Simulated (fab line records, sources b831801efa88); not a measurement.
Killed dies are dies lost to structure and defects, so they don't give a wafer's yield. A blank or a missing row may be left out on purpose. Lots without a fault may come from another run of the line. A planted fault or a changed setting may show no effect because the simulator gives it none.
A struck lot beside a sound one | flow sky130 | 15 steps out of a route of 708
Sound: wafers L891.2, L891.4, L891.5. Struck: wafer L897.5. The cause comes at the end.
At each step with rows: each side's tool, then ch and its chambers, then its first start. Under that, the readings that differ: sound wafers | struck wafers | difference of the means | sigmas: that difference in standard deviations of wafers without a fault.
alike: readings whose means differ by less than 2 such deviations, and words and numbers that are the same on both sides. not compared: withheld readings, readings that some wafer has no value for, bounds like >300 that may hide the same value, and numbers for which the record gives no deviation and whose values overlap.
The two part at a step that has a row with sigmas, a row that says differs or no value, or rows on one side only. Numbers that don't overlap but have no deviation are shown without sigmas and don't part them. A reading that every wafer of one side lacks parts them only if that side has two wafers or more.

first, 7 steps without rows for these wafers: SKY_CONTACT_HMDS_07 (prime time 60 s); SKY_CONTACT_COAT_08 (resist thk 60 nm); SKY_CONTACT_COAT_09 (resist thk 450 nm); SKY_CONTACT_SOFTBAKE_10 (time 90 s); SKY_CONTACT_EXPOSE_11 (exposes mask CTM1, target cd 170 nm); SKY_CONTACT_PEB_12; SKY_CONTACT_DEVELOP_13 (develop time 60 s).
SKY_CONTACT_CD_MEAS_14: target cd 170 nm.
  sound on cd_sem-02, day 35 13:48; struck on cd_sem-02, day 37 02:12
  alike: cd_nm
SKY_CONTACT_OVL_MEAS_15:
  sound on overlay-01, day 35 13:54; struck on overlay-01, day 37 02:16
  alike: CONTACT_OVL
SKY_CONTACT_ETCH_16: etches BARC in N2/H2, stops on SiO2, time 45.9 s, target depth 60 nm.
  sound on rie_diel-01 ch 0,1,3, day 35 13:56; struck on rie_diel-02 ch 2, day 37 02:18
  reading                | sound                | struck | difference | sigmas
  throttle_valve_pct (%) | 13.224 13.215 13.218 | 13.239 | +0.020     | +2
  alike: drypump_motor_current_A, oes_product_au, rf_fwd_power_W
  not compared: rf_hours_counter_h
SKY_CONTACT_ETCH_17: etches SiO2 in C4F8/O2/Ar, stops on Si3N4, target depth 340 nm.
  sound on rie_diel-01 ch 0,1,3, day 35 13:59; struck on rie_diel-02 ch 2, day 37 02:20
  alike: oes_product_au, rf_fwd_power_W
SKY_CONTACT_ETCH_18: etches Si3N4 in CHF3/O2, stops on TiN, time 39 s, target depth 75 nm.
  sound on rie_diel-01 ch 0,1,3; struck on rie_diel-02 ch 2
  reading            | sound             | struck | difference | sigmas
  rf_fwd_power_W (W) | 592.6 591.7 590.9 | 598.2  | +6.5       | +2
  alike: O2_flow_sccm, chf3_flow_sccm, drypump_motor_current_A, oes_product_au, throttle_valve_pct
  not compared: rf_hours_counter_h
SKY_CONTACT_STRIP_19: strips in O2/N2.
  sound on plasma_asher-01 ch 0,1, day 35 14:04; struck on plasma_asher-01 ch 1, day 37 02:28
  reading                      | sound             | struck | difference | sigmas
  strip_time_to_endpoint_s (s) | 3.618 3.619 3.606 | 3.706  | +0.092     | +4
  alike: drypump_motor_current_A, oes_product_au
  not compared: rf_hours_counter_h
then, 1 step without rows for these wafers: SKY_CONTACT_STRIP_20 (strips in post etch residue remover, time 1200 s).
SKY_PAD_OPEN_PROBE_99:
  the record has rows for the sound wafers here (prober-02, day 48 17:51) and none for the struck ones

WHERE THEY PART
First at SKY_CONTACT_ETCH_16; last, within this record, at SKY_PAD_OPEN_PROBE_99.

WHY: what the simulator had put in
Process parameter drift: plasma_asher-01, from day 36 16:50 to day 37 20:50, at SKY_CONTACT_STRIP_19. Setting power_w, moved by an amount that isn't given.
